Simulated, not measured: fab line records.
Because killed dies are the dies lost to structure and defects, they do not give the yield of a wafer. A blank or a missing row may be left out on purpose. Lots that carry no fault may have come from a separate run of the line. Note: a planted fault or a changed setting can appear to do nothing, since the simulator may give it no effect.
fab line records	flow sky130
[record] lots = 13	wafers = 39	lastDay = 50
route steps=708 shown CONTACT@408 VIA4@650 METAL5@667 PAD_OPEN@708
lots untouched by any fault: they come from a run of this same line in which no faults occurred
startH: the number of hours between the record's first day and the start of the first shown wafer of the lot	waitH: how many hours have passed since the lot's step before this one	" as in the row above	L1.1+2: a row that stands for several wafers	- no value, or no start was given	* or withheld: withheld	< > ~ a bound
route shown NAME@n: a module of which the file shows steps, and the number in the route of the first	usual: average and standard deviation across the fault-free wafers	same: alike in all rows	chamber/n: place in a boat	sites: each site's reading	_std_site: how widely they spread, as a standard deviation	_edge_site: inner sites' mean taken away from outer sites' mean	radiusMm: how far each site lies from the wafer's centre	mask NAME#n: copy n	behind: the tool/chamber that last shaped the wafer	hold: the reason the lot was held/the length of the hold in hours/how it ended	device: which transistor (n, p or np) failed to switch	end of line: the tests these same wafers got at the end of their route	a step given without rows: its recipe and nothing more	killed: the dies lost at the first sort to structure and to defects; this is not the yield of the wafer	map: a wafer's dies, x killed, . not, _ none there
set.NAME: setting as actually run; set.NAME@STEP: the setting as run at that earlier step	model.NAME: the simulator's own value behind a step, which no gauge read
route steps across a sampled set of lots; one table per step, one row per wafer
services: when a tool's chamber went out of use (startH, in hours from the record's first day, below 0 if earlier), for how many hours, and the reason
[[steps]]
[step SKY_CONTACT_HDPCVD_02]
[recipe] material = SiO2	targetThkNm = 565	sigmaOpenFrac = 0.3	timeS = 94.2	tempC = 600	sih4FlowSccm = 60	pressureMtorr = 6
[usual] susceptorTempC = 599.96/0.28
lot.wafer	tool	chamber	startH	waitH	susceptorTempC
L772.3	hdpcvd-01	2	696.98	0.1	599.84
L772.4	"	0	"	"	600.22
L772.6	"	0	"	"	600.46
L773.2	hdpcvd-01	1	707.29	0.0	600.10
L773.4	"	1	"	"	599.85
L773.6	"	0	"	"	599.59
L774.1	hdpcvd-01	2	740.08	0.1	599.55
L774.2	"	0	"	"	600.42
L774.6	"	1	"	"	599.95
L775.1	hdpcvd-01	1	742.62	0.1	599.53
L775.2	"	0	"	"	599.94
L775.4	"	2	"	"	600.35
L777.1	hdpcvd-02	2	744.47	0.1	600.04
L777.3	"	0	"	"	600.33
L777.5	"	1	"	"	600.21
L778.2	hdpcvd-02	1	752.30	0.0	599.68
L778.3	"	0	"	"	599.98
L778.4	"	1	"	"	599.81
L780.1	hdpcvd-02	2	773.97	0.1	599.83
L780.4	"	2	"	"	599.74
L780.5	"	0	"	"	600.23
L781.1	hdpcvd-01	0	777.26	0.1	600.13
L781.5	"	2	"	"	600.39
L781.6	"	1	"	"	599.71
L782.2	hdpcvd-01	1	782.77	0.0	599.51
L782.3	"	2	"	"	599.44
L782.4	"	1	"	"	599.88
L783.1	hdpcvd-02	0	790.87	0.1	599.97
L783.3	"	2	"	"	600.01
L783.4	"	0	"	"	599.95
L793.2	hdpcvd-02	1	869.71	0.0	599.48
L793.3	"	2	"	"	599.63
L793.5	"	2	"	"	599.80
L795.2	hdpcvd-01	1	905.64	0.0	600.02
L795.4	"	2	"	"	599.73
L795.6	"	1	"	"	600.04
L794.3	hdpcvd-01	2	908.06	0.0	599.71
L794.5	"	1	"	"	600.00
L794.6	"	2	"	"	599.53
[step SKY_VIA4_OVL_MEAS_11]
[usual] VIA4_OVL = 0.0/1.5
lot.wafer	tool	chamber	startH	waitH	VIA4_OVL[nm]
L772.3	overlay-02	-	995.66	0.1	-1.5
L772.4	"	-	"	"	0.7
L772.6	"	-	"	"	-0.6
L773.2	overlay-01	-	1003.29	0.1	0.7
L773.4	"	-	"	"	0.2
L773.6	"	-	"	"	0.5
L774.1	overlay-02	-	1029.95	0.1	-1.2
L774.2	"	-	"	"	-3.3
L774.6	"	-	"	"	-2.7
L775.1	overlay-01	-	1033.89	0.1	2.0
L775.2	"	-	"	"	1.0
L775.4	"	-	"	"	-0.9
L777.1	overlay-02	-	1035.59	0.1	0.2
L777.3	"	-	"	"	0.0
L777.5	"	-	"	"	0.1
L778.2	overlay-02	-	1043.30	0.1	-1.3
L778.3	"	-	"	"	1.0
L778.4	"	-	"	"	-0.6
L780.1	overlay-02	-	1061.55	0.1	1.1
L780.4	"	-	"	"	2.5
L780.5	"	-	"	"	0.1
L781.1	overlay-02	-	1064.10	0.1	0.8
L781.5	"	-	"	"	0.6
L781.6	"	-	"	"	-1.5
L782.2	overlay-02	-	1067.10	0.1	-0.4
L782.3	"	-	"	"	-0.2
L782.4	"	-	"	"	0.2
L783.1	overlay-02	-	1074.45	0.1	2.0
L783.3	"	-	"	"	3.0
L783.4	"	-	"	"	1.8
L793.2	overlay-01	-	1132.70	0.1	-0.7
L793.3	"	-	"	"	-0.3
L793.5	"	-	"	"	-0.4
L795.2	overlay-01	-	1156.91	0.1	1.2
L795.4	"	-	"	"	-1.0
L795.6	"	-	"	"	-1.1
L794.3	overlay-01	-	1160.11	0.1	4.1
L794.5	"	-	"	"	0.5
L794.6	"	-	"	"	2.4
[step SKY_VIA4_CVD_18]
[recipe] material = W	targetThkNm = 505	timeS = 152.14	tempC = 400	pressureTorr = 40
[usual] heaterPowerW = 809/75	susceptorTempC = 399.99/0.21
lot.wafer	tool	chamber	startH	waitH	heaterPowerW	susceptorTempC
L772.3	cvdW-01	0	996.47	0.1	790	399.89
L772.4	"	1	"	"	922	400.17
L772.6	"	1	"	"	908	400.38
L773.2	cvdW-02	1	1004.05	0.0	748	400.12
L773.4	"	1	"	"	754	400.02
L773.6	"	0	"	"	716	399.96
L774.1	cvdW-01	1	1030.71	0.0	912	399.90
L774.2	"	0	"	"	786	399.73
L774.6	"	0	"	"	815	400.18
L775.1	cvdW-01	1	1034.65	0.0	907	399.89
L775.2	"	0	"	"	819	400.43
L775.4	"	1	"	"	923	400.01
L777.1	cvdW-01	0	1036.35	0.0	807	399.62
L777.3	"	1	"	"	913	400.07
L777.5	"	1	"	"	931	400.06
L778.2	cvdW-02	0	1044.07	0.0	721	399.74
L778.3	"	0	"	"	741	399.66
L778.4	"	1	"	"	736	399.67
L780.1	cvdW-01	0	1062.31	0.0	821	399.58
L780.4	"	1	"	"	933	399.79
L780.5	"	1	"	"	920	399.85
L781.1	cvdW-02	1	1064.90	0.0	746	399.85
L781.5	"	1	"	"	729	399.93
L781.6	"	0	"	"	730	400.17
L782.2	cvdW-01	0	1067.90	0.0	804	400.12
L782.3	"	0	"	"	807	399.93
L782.4	"	1	"	"	907	400.53
L783.1	cvdW-01	1	1075.23	0.0	913	400.33
L783.3	"	1	"	"	937	399.98
L783.4	"	0	"	"	812	400.10
L793.2	cvdW-01	1	1133.46	0.0	928	399.93
L793.3	"	1	"	"	905	399.82
L793.5	"	0	"	"	842	400.14
L795.2	cvdW-02	1	1157.67	0.0	744	399.95
L795.4	"	0	"	"	730	399.70
L795.6	"	1	"	"	752	400.00
L794.3	cvdW-01	0	1160.91	0.1	819	399.99
L794.5	"	0	"	"	831	399.73
L794.6	"	1	"	"	923	400.23
[step SKY_METAL5_THK_MEAS_06]
[recipe] thkMeasGauge = xrf	reads = AlCu_of_METAL5_SPUTTER_02
[usual] METAL5_ALCU_THK = 1138/15
lot.wafer	tool	chamber	startH	waitH	METAL5_ALCU_THK[nm]
L772.3	filmMetro-03	-	997.89	0.1	1120
L772.4	"	-	"	"	1130
L772.6	"	-	"	"	1127
L773.2	filmMetro-03	-	1004.98	0.1	1153
L773.4	"	-	"	"	1144
L773.6	"	-	"	"	1154
L774.1	filmMetro-02	-	1031.62	0.1	1148
L774.2	"	-	"	"	1145
L774.6	"	-	"	"	1136
L775.1	filmMetro-02	-	1035.81	0.1	1141
L775.2	"	-	"	"	1132
L775.4	"	-	"	"	1139
L777.1	filmMetro-03	-	1037.27	0.1	1144
L777.3	"	-	"	"	1134
L777.5	"	-	"	"	1125
L778.2	filmMetro-03	-	1045.03	0.1	1116
L778.3	"	-	"	"	1112
L778.4	"	-	"	"	1110
L780.1	filmMetro-02	-	1063.25	0.1	1140
L780.4	"	-	"	"	1146
L780.5	"	-	"	"	1139
L781.1	filmMetro-03	-	1065.82	0.1	1150
L781.5	"	-	"	"	1157
L781.6	"	-	"	"	1147
L782.2	filmMetro-03	-	1068.82	0.1	1136
L782.3	"	-	"	"	1134
L782.4	"	-	"	"	1139
L783.1	filmMetro-04	-	1076.17	0.1	1138
L783.3	"	-	"	"	1130
L783.4	"	-	"	"	1137
L793.2	filmMetro-04	-	1134.39	0.1	1155
L793.3	"	-	"	"	1150
L793.5	"	-	"	"	1148
L795.2	filmMetro-04	-	1158.60	0.1	1132
L795.4	"	-	"	"	1134
L795.6	"	-	"	"	1127
L794.3	filmMetro-04	-	1161.82	0.1	1140
L794.5	"	-	"	"	1135
L794.6	"	-	"	"	1129
[step SKY_PAD_OPEN_PROBE_99]
[usual] killed_at_M0_to_M3 = 45/7.9	killed_at_M4_up = 2.9/1.8	killedAtContacts = 25/5.5	killedAtFrontEnd = 16/4.4	killedAtOther = 0.3/0.58	killedDies = 89/9.4	killedOpen = 49/6.8	killedShort = 40/6.3
[same] grossDies = 492	killedAtBackSide = 0
lot.wafer	tool	chamber	startH	waitH	hold	killed_at_M0_to_M3	killed_at_M4_up	killedAtContacts	killedAtFrontEnd	killedAtOther	killedDies	killedOpen	killedShort
L772.3	prober-02	-	1067.15	0.2	-	54	2	21	16	0	93	49	44
L772.4	prober-02	-	1067.20	0.2	-	54	5	14	23	0	96	60	36
L772.6	prober-02	-	1067.30	0.2	-	42	2	20	15	0	79	43	35
L773.2	prober-02	-	1074.52	0.1	-	32	3	19	25	0	79	35	44
L773.4	prober-02	-	1074.62	0.2	-	53	2	17	12	0	84	50	34
L773.6	prober-02	-	1074.72	0.2	-	57	4	21	15	0	97	52	45
L774.1	prober-01	-	1097.59	0.1	-	42	2	20	9	0	73	35	36
L774.2	prober-01	-	1097.64	0.1	-	48	3	27	19	0	97	46	50
L774.6	prober-01	-	1097.84	0.2	-	50	3	28	14	0	95	48	47
L775.1	prober-01	-	1101.36	0.1	-	61	6	19	10	1	97	55	42
L775.2	prober-01	-	1101.41	0.1	-	35	3	22	26	0	86	53	33
L775.4	prober-01	-	1101.51	0.2	-	50	1	23	16	1	91	53	38
L777.1	prober-02	-	1102.87	0.1	-	33	2	22	13	0	70	40	30
L777.3	prober-02	-	1102.97	0.2	-	38	3	17	19	1	78	39	39
L777.5	prober-02	-	1103.07	0.2	-	39	2	13	23	0	77	36	41
L778.2	prober-01	-	1111.28	0.1	-	54	1	30	12	0	97	55	42
L778.3	prober-01	-	1111.33	0.2	-	39	5	30	13	0	87	48	39
L778.4	prober-01	-	1111.38	0.2	-	28	3	24	17	0	72	44	28
L780.1	prober-02	-	1125.13	0.1	-	35	2	26	13	1	77	39	36
L780.4	prober-02	-	1125.28	0.2	-	46	2	35	20	0	103	62	38
L780.5	prober-02	-	1125.33	0.2	-	44	3	30	20	0	97	54	40
L781.1	prober-02	-	1128.44	0.1	-	52	10	25	15	0	102	39	61
L781.5	prober-02	-	1128.64	0.2	-	43	2	26	15	0	86	39	46
L781.6	prober-02	-	1128.69	0.2	-	51	1	19	8	0	79	39	40
L782.2	prober-02	-	1130.85	0.1	-	46	2	26	13	0	87	43	43
L782.3	prober-02	-	1130.90	0.2	-	39	1	28	11	0	79	52	27
L782.4	prober-02	-	1130.95	0.2	-	27	4	33	16	0	80	45	35
L783.1	prober-02	-	1137.76	0.1	-	45	2	25	16	0	88	54	34
L783.3	prober-02	-	1137.86	0.2	-	36	4	29	16	0	85	53	32
L783.4	prober-02	-	1137.91	0.2	-	48	1	23	17	0	89	51	38
L793.2	prober-01	-	1188.72	0.1	awaitDispo/2.9h/release	52	2	27	13	0	94	50	44
L793.3	prober-01	-	1188.77	0.2	awaitDispo/2.9h/release	52	3	78	16	0	149	48	46
L793.5	prober-01	-	1188.87	0.2	awaitDispo/2.9h/release	48	1	66	16	2	133	40	44
L795.2	prober-01	-	1209.57	0.1	-	47	2	20	17	0	86	53	33
L795.4	prober-01	-	1209.67	0.2	-	58	1	33	9	0	101	56	45
L795.6	prober-01	-	1209.77	0.2	-	39	1	34	18	0	92	54	38
L794.3	prober-02	-	1210.93	0.2	-	40	1	27	13	0	81	39	42
L794.5	prober-02	-	1211.03	0.2	-	47	1	33	21	2	104	62	40
L794.6	prober-02	-	1211.08	0.2	-	41	2	29	13	1	86	40	45
// killed by level:class
L772.3 VIA1:geometricParticle:short=10 VIA1:geometricParticle:open=10 LI_CONTACT:geometricParticle:open=7 VIA3:geometricParticle:open=7 METAL1:geometricParticle:short=6 METAL2:geometricParticle:short=6 CONTACT:geometricParticle:open=6 VIA3:geometricParticle:short=5
L772.4 VIA1:geometricParticle:open=18 VIA2:geometricParticle:open=8 FIELD_ISO:geometricParticle:open=6 LI_CONTACT:geometricParticle:open=6 VIA3:geometricParticle:short=6 VIA1:geometricParticle:short=5 METAL2:geometricParticle:short=5 POLY_GATE:geometricParticle:short=4
L772.6 VIA1:geometricParticle:open=13 CONTACT:geometricParticle:open=7 VIA3:geometricParticle:short=6 LOCAL_INTERCONNECT:geometricParticle:short=6 METAL2:geometricParticle:short=6 VIA3:geometricParticle:open=5 FIELD_ISO:geometricParticle:open=4 VIA2:geometricParticle:open=4
L773.2 LI_CONTACT:geometricParticle:short=6 METAL2:geometricParticle:short=6 METAL3:geometricParticle:short=6 POLY_GATE:geometricParticle:open=5 SPACER:geometricParticle:short=5 VIA1:geometricParticle:open=5 FIELD_ISO:geometricParticle:short=4 LI_CONTACT:geometricParticle:open=4
L773.4 VIA1:geometricParticle:open=11 VIA2:geometricParticle:open=11 CONTACT:geometricParticle:open=9 METAL1:geometricParticle:short=7 VIA1:geometricParticle:short=7 FIELD_ISO:geometricParticle:open=5 CONTACT:geometricParticle:short=5 VIA2:geometricParticle:short=5
L773.6 VIA3:geometricParticle:open=14 VIA1:geometricParticle:open=10 LI_CONTACT:geometricParticle:open=9 VIA3:geometricParticle:short=9 METAL1:geometricParticle:short=7 VIA1:geometricParticle:short=6 FIELD_ISO:geometricParticle:open=5 CONTACT:geometricParticle:open=5
L774.1 VIA1:geometricParticle:open=11 METAL2:geometricParticle:short=8 CONTACT:geometricParticle:short=6 VIA2:geometricParticle:open=6 VIA1:geometricParticle:short=5 LI_CONTACT:geometricParticle:open=4 CONTACT:geometricParticle:open=4 LOCAL_INTERCONNECT:geometricParticle:short=3
L774.2 VIA1:geometricParticle:open=10 METAL1:geometricParticle:short=9 FIELD_ISO:geometricParticle:short=7 LI_CONTACT:geometricParticle:open=7 CONTACT:geometricParticle:open=7 VIA2:geometricParticle:open=7 LOCAL_INTERCONNECT:geometricParticle:short=5 CONTACT:geometricParticle:short=5
L774.6 CONTACT:geometricParticle:open=11 VIA1:geometricParticle:short=10 VIA1:geometricParticle:open=9 VIA3:geometricParticle:short=8 LI_CONTACT:geometricParticle:open=6 VIA3:geometricParticle:open=6 METAL2:geometricParticle:short=6 POLY_GATE:geometricParticle:open=5
L775.1 VIA1:geometricParticle:open=14 VIA3:geometricParticle:open=12 VIA1:geometricParticle:short=8 LI_CONTACT:geometricParticle:open=7 METAL1:geometricParticle:short=6 METAL2:geometricParticle:short=6 VIA2:geometricParticle:open=6 LI_CONTACT:geometricParticle:short=4
L775.2 POLY_GATE:geometricParticle:open=9 VIA2:geometricParticle:open=8 CONTACT:geometricParticle:open=7 VIA1:geometricParticle:open=6 LI_CONTACT:geometricParticle:open=6 METAL1:geometricParticle:short=5 FIELD_ISO:geometricParticle:short=4 POLY_GATE:geometricParticle:short=4
L775.4 METAL1:geometricParticle:short=10 CONTACT:geometricParticle:open=10 POLY_GATE:geometricParticle:open=8 VIA1:geometricParticle:open=8 VIA2:geometricParticle:open=7 LI_CONTACT:geometricParticle:open=6 VIA3:geometricParticle:open=6 METAL1:geometricParticle:open=4
L777.1 LI_CONTACT:geometricParticle:open=7 VIA1:geometricParticle:open=7 CONTACT:geometricParticle:short=5 METAL2:geometricParticle:short=5 VIA2:geometricParticle:open=5 VIA3:geometricParticle:open=5 FIELD_ISO:geometricParticle:open=4 LOCAL_INTERCONNECT:geometricParticle:open=4
L777.3 METAL2:geometricParticle:short=8 FIELD_ISO:geometricParticle:short=6 CONTACT:geometricParticle:open=6 LI_CONTACT:geometricParticle:open=5 VIA2:geometricParticle:open=5 METAL1:geometricParticle:short=5 VIA1:geometricParticle:open=5 VIA3:geometricParticle:open=4
L777.5 VIA1:geometricParticle:open=8 FIELD_ISO:geometricParticle:open=7 METAL2:geometricParticle:short=7 FIELD_ISO:geometricParticle:short=6 CONTACT:geometricParticle:open=6 VIA1:geometricParticle:short=6 VIA2:geometricParticle:short=5 POLY_GATE:geometricParticle:open=4
L778.2 VIA1:geometricParticle:open=13 VIA2:geometricParticle:open=11 CONTACT:geometricParticle:open=10 LOCAL_INTERCONNECT:geometricParticle:short=6 CONTACT:geometricParticle:short=6 METAL2:geometricParticle:short=6 METAL1:geometricParticle:short=5 FIELD_ISO:geometricParticle:open=4
L778.3 LI_CONTACT:geometricParticle:open=10 CONTACT:geometricParticle:short=10 VIA1:geometricParticle:open=9 VIA3:geometricParticle:open=8 CONTACT:geometricParticle:open=6 VIA2:geometricParticle:open=5 METAL1:geometricParticle:short=4 VIA1:geometricParticle:short=4
L778.4 CONTACT:geometricParticle:open=9 POLY_GATE:geometricParticle:short=7 LI_CONTACT:geometricParticle:open=7 VIA1:geometricParticle:open=7 VIA3:geometricParticle:open=6 VIA2:geometricParticle:open=5 CONTACT:geometricParticle:short=4 POLY_GATE:geometricParticle:open=3
L780.1 LI_CONTACT:geometricParticle:open=8 CONTACT:geometricParticle:open=8 VIA2:geometricParticle:open=7 VIA3:geometricParticle:open=7 FIELD_ISO:geometricParticle:open=6 CONTACT:geometricParticle:short=6 METAL1:geometricParticle:short=5 METAL2:geometricParticle:short=4
L780.4 VIA1:geometricParticle:open=14 CONTACT:geometricParticle:open=12 VIA2:geometricParticle:open=9 LI_CONTACT:geometricParticle:open=9 FIELD_ISO:geometricParticle:open=7 LI_CONTACT:geometricParticle:short=5 METAL1:geometricParticle:short=5 POLY_GATE:geometricParticle:open=4
L780.5 LI_CONTACT:geometricParticle:open=11 CONTACT:geometricParticle:open=11 VIA1:geometricParticle:open=11 FIELD_ISO:geometricParticle:short=7 VIA1:geometricParticle:short=6 VIA2:geometricParticle:open=6 POLY_GATE:geometricParticle:open=4 METAL1:geometricParticle:short=4
L781.1 METAL2:geometricParticle:short=13 METAL4:geometricParticle:short=8 CONTACT:geometricParticle:open=8 VIA1:geometricParticle:open=8 LOCAL_INTERCONNECT:geometricParticle:short=7 METAL3:geometricParticle:short=7 FIELD_ISO:geometricParticle:open=5 METAL1:geometricParticle:short=5
L781.5 METAL2:geometricParticle:short=9 LI_CONTACT:geometricParticle:open=7 VIA3:geometricParticle:open=7 METAL3:geometricParticle:short=6 CONTACT:geometricParticle:short=6 CONTACT:geometricParticle:open=6 VIA2:geometricParticle:open=5 FIELD_ISO:geometricParticle:open=4
L781.6 VIA2:geometricParticle:open=14 CONTACT:geometricParticle:open=7 METAL1:geometricParticle:short=7 VIA1:geometricParticle:open=6 FIELD_ISO:geometricParticle:short=5 VIA1:geometricParticle:short=5 LOCAL_INTERCONNECT:geometricParticle:short=4 VIA3:geometricParticle:open=4
L782.2 VIA1:geometricParticle:open=9 VIA3:geometricParticle:open=9 CONTACT:geometricParticle:open=8 CONTACT:geometricParticle:short=7 VIA1:geometricParticle:short=7 METAL2:geometricParticle:short=7 LI_CONTACT:geometricParticle:open=5 METAL1:geometricParticle:short=5
L782.3 CONTACT:geometricParticle:open=14 VIA1:geometricParticle:open=10 VIA3:geometricParticle:open=7 LI_CONTACT:geometricParticle:open=6 METAL2:geometricParticle:short=5 CONTACT:geometricParticle:short=4 VIA2:geometricParticle:open=4 METAL1:geometricParticle:open=3
L782.4 CONTACT:geometricParticle:open=11 LI_CONTACT:geometricParticle:open=8 VIA1:geometricParticle:open=7 VIA2:geometricParticle:open=6 FIELD_ISO:geometricParticle:short=5 LOCAL_INTERCONNECT:geometricParticle:short=5 CONTACT:geometricParticle:short=5 METAL2:geometricParticle:short=5
L783.1 VIA1:geometricParticle:open=15 CONTACT:geometricParticle:open=12 VIA1:geometricParticle:short=8 VIA3:geometricParticle:open=7 LI_CONTACT:geometricParticle:open=5 FIELD_ISO:geometricParticle:open=4 POLY_GATE:geometricParticle:open=4 CONTACT:geometricParticle:short=4
L783.3 CONTACT:geometricParticle:open=11 LI_CONTACT:geometricParticle:open=8 FIELD_ISO:geometricParticle:open=7 CONTACT:geometricParticle:short=7 VIA1:geometricParticle:short=6 VIA1:geometricParticle:open=6 VIA2:geometricParticle:open=6 VIA3:geometricParticle:open=6
L783.4 VIA1:geometricParticle:open=11 VIA2:geometricParticle:open=8 LI_CONTACT:geometricParticle:open=8 VIA1:geometricParticle:short=8 FIELD_ISO:geometricParticle:open=5 CONTACT:geometricParticle:open=5 VIA3:geometricParticle:open=5 LOCAL_INTERCONNECT:geometricParticle:short=4
L793.2 VIA1:geometricParticle:open=12 METAL2:geometricParticle:short=10 CONTACT:geometricParticle:open=9 VIA2:geometricParticle:open=8 METAL1:geometricParticle:short=7 FIELD_ISO:geometricParticle:open=6 LI_CONTACT:geometricParticle:open=5 LI_CONTACT:geometricParticle:short=5
L793.3 CONTACT:unspecified=55 VIA1:geometricParticle:open=16 METAL1:geometricParticle:short=9 CONTACT:geometricParticle:open=8 LOCAL_INTERCONNECT:geometricParticle:short=6 LI_CONTACT:geometricParticle:open=5 METAL2:geometricParticle:short=5 FIELD_ISO:geometricParticle:short=4
L793.5 CONTACT:unspecified=48 METAL2:geometricParticle:short=11 VIA1:geometricParticle:open=10 CONTACT:geometricParticle:open=8 METAL1:geometricParticle:short=7 VIA2:geometricParticle:open=6 VIA2:geometricParticle:short=4 POLY_GATE:geometricParticle:open=4
L795.2 VIA1:geometricParticle:open=10 CONTACT:geometricParticle:open=9 VIA3:geometricParticle:open=9 LI_CONTACT:geometricParticle:open=6 METAL1:geometricParticle:short=6 FIELD_ISO:geometricParticle:open=5 METAL2:geometricParticle:short=5 VIA2:geometricParticle:open=5
L795.4 VIA3:geometricParticle:open=17 VIA1:geometricParticle:short=8 LI_CONTACT:geometricParticle:open=8 CONTACT:geometricParticle:short=8 VIA2:geometricParticle:open=8 VIA1:geometricParticle:open=7 CONTACT:geometricParticle:open=7 METAL2:geometricParticle:short=7
L795.6 LI_CONTACT:geometricParticle:open=14 FIELD_ISO:geometricParticle:open=9 CONTACT:geometricParticle:open=9 VIA1:geometricParticle:open=8 VIA2:geometricParticle:open=5 LOCAL_INTERCONNECT:geometricParticle:short=5 VIA3:geometricParticle:short=5 POLY_GATE:geometricParticle:short=4
L794.3 CONTACT:geometricParticle:short=10 VIA1:geometricParticle:open=9 CONTACT:geometricParticle:open=8 METAL1:geometricParticle:short=5 VIA3:geometricParticle:open=5 VIA2:geometricParticle:open=5 POLY_GATE:geometricParticle:open=4 LOCAL_INTERCONNECT:geometricParticle:short=4
L794.5 LI_CONTACT:geometricParticle:open=14 VIA3:geometricParticle:open=10 VIA1:geometricParticle:open=10 CONTACT:geometricParticle:open=9 VIA3:geometricParticle:short=7 VIA1:geometricParticle:short=7 FIELD_ISO:geometricParticle:short=6 CONTACT:geometricParticle:short=5
L794.6 CONTACT:geometricParticle:open=11 METAL1:geometricParticle:short=7 VIA1:geometricParticle:open=7 CONTACT:geometricParticle:short=6 VIA3:geometricParticle:open=6 METAL3:geometricParticle:short=6 LOCAL_INTERCONNECT:geometricParticle:short=5 POLY_GATE:geometricParticle:short=4
[[services]]
tool	chamber	startH	hours	kind
hdpcvd-02	-	691.97	6.0	pm
cvdW-02	-	695.42	2.0	repair
hdpcvd-01	1	696.69	5.5	repair
hdpcvd-02	-	701.59	0.4	repair
cvdW-01	-	737.97	6.9	pm
cvdW-02	0	748.54	2.7	repair
hdpcvd-01	-	775.31	0.3	repair
hdpcvd-02	1	800.60	2.2	repair
hdpcvd-01	1	810.79	4.9	repair
hdpcvd-01	-	814.59	2.8	repair
cvdW-01	-	833.73	4.3	pm
hdpcvd-02	2	848.98	9.7	repair
hdpcvd-01	-	883.64	2.8	repair
cvdW-01	-	904.00	14.0	pm
hdpcvd-01	-	950.25	15.0	pm
hdpcvd-01	-	965.51	0.8	pm
hdpcvd-01	-	997.85	0.9	repair
hdpcvd-01	-	1045.34	1.9	repair
hdpcvd-02	-	1048.87	2.8	pm
hdpcvd-01	-	1049.25	1.0	repair
hdpcvd-01	-	1057.03	2.8	pm
hdpcvd-02	0	1075.20	6.5	repair
hdpcvd-02	2	1154.98	3.4	repair
hdpcvd-01	2	1159.24	37.7	repair
[[key]]
[firstSign] step = SKY_PAD_OPEN_PROBE_99	reading = killedAtContacts	direction = up	sigmas = 8.6	usual = 25	struck = 72
[effect] step = SKY_PAD_OPEN_PROBE_99	reading = killedDies	direction = up	sigmas = 5.5	usual = 89	struck = 141
metAt SKY_CONTACT_HDPCVD_02
struckLots L793
struckWafers L793.3,L793.5
testerLeftOut L793
notActingAt SKY_VIA4_OVL_MEAS_11,SKY_VIA4_CVD_18,SKY_METAL5_THK_MEAS_06
onsetBetween 790.87 869.71
[fault] kind = chamberParticleSource	tool = hdpcvd-02	chamber = 2	onsetH = 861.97	steps = SKY_CONTACT_HDPCVD_02	ratePerVisitCm2 = 0.69616	endH = 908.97
// testerLeftOut: of these lots the tester's yield and bins aren't shown, on N5 and GAA mostly nor the transistor test; their killed dies are dies lost to structure and defects alone, not to doping, threshold or leakage, so they don't give the yield
